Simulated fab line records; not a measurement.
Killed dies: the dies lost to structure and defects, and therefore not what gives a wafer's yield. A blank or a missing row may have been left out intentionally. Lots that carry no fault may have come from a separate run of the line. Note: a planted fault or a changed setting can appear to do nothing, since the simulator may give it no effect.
2 desks, one fault / flow sky130 / each desk holds nothing but its own numbers, with what lay behind them at the end

## AT THE METROLOGY DESK
Means of the sampled wafers that have a number, per lot and without regard to the tool the lot ran on: this is what the gauges read. The brackets show how far a lot's mean lies from the usual mean; more than 4 standard deviations puts the lot out of limits, marked OUT.
Columns: A = VIA2_HDPCVD_THK at SKY_VIA2_THK_MEAS_01, usual 1176 nm
lot=L375; first seen here=day 36 01:31; A=1154
lot=L377; first seen here=day 36 22:47; A=1163
lot=L378; first seen here=day 37 01:04; A=1190
lot=L379; first seen here=day 37 17:12; A=1194
lot=L380; first seen here=day 37 20:49; A=1194
lot=L381; first seen here=day 38 05:30; A=1183
lot=L383; first seen here=day 38 21:13; A=1177
lot=L388; first seen here=day 40 03:57; A=1197
lot=L387; first seen here=day 40 07:31; A=1197
lot=L391; first seen here=day 40 23:08; A=1170
lot=L392; first seen here=day 41 02:02; A=1176
lot=L396; first seen here=day 42 07:05; A=1164
lot=L398; first seen here=day 42 23:05; A=1177
Result from this desk: across the 13 lots, nothing is out of limits.

## FOR THE TOOL OWNER'S DESK: rie metal-02
The tool's own readings at SKY_METAL2_ETCH_18 (etches BARC in N2/H2, stops on SiO2, time 45.9 s, target depth 60 nm): means of the sampled wafers that have a number, for each lot that ran on this tool. The brackets show how far a lot's mean lies from the usual mean; more than 4 standard deviations puts the lot out of limits, marked OUT.
Columns: A = drypump motor current A at SKY_METAL2_ETCH_18, usual 5.49 A; B = n2 flow sccm at SKY_METAL2_ETCH_18, usual 100.0 sccm; C = oes product au at SKY_METAL2_ETCH_18, usual 0.856 a.u.; D = rf fwd power W at SKY_METAL2_ETCH_18, usual 495.5 W; E = run length s at SKY_METAL2_ETCH_18, usual 74.4 s; F = throttle valve pct at SKY_METAL2_ETCH_18, usual 13.225 %
lot=L375; first seen here=day 36 00:37; A=5.40; B=99.9; C=0.853; D=494.7; E=74.7; F=13.228
lot=L381; first seen here=day 38 04:37; A=5.39; B=100.2; C=0.859; D=495.0; E=74.9; F=13.220
lot=L383; first seen here=day 38 20:13; A=5.24; B=99.9; C=0.856; D=495.1; E=74.8; F=13.227
lot=L387; first seen here=day 40 06:39; A=5.24; B=100.5; C=0.985 (+25) OUT; D=-; E=68.3 (-11) OUT; F=13.238
This desk finds L387 out of limits, L387 being first, at day 40 06:39 (oes product au at SKY_METAL2_ETCH_18). Within limits: L375, L381, L383.

## TAKEN TOGETHER
The tool owner's desk could have raised an alarm at day 40 06:39, on L387.
From the metrology desk's view, nothing was out of limits.
The metrology desk has L387 on record, within its limits.
SKY_METAL2_ETCH_18 was run on rie metal-02 by each of the lots named.

## WHAT WAS PUT IN BY THE SIMULATOR
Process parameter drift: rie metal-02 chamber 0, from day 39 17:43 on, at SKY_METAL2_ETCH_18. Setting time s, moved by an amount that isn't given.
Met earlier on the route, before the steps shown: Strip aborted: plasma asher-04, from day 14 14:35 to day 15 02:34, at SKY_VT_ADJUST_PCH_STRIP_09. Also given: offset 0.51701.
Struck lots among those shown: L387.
Time in hours from fault onset to the first out-of-limits reading at each desk: the tool owner's desk, 13.
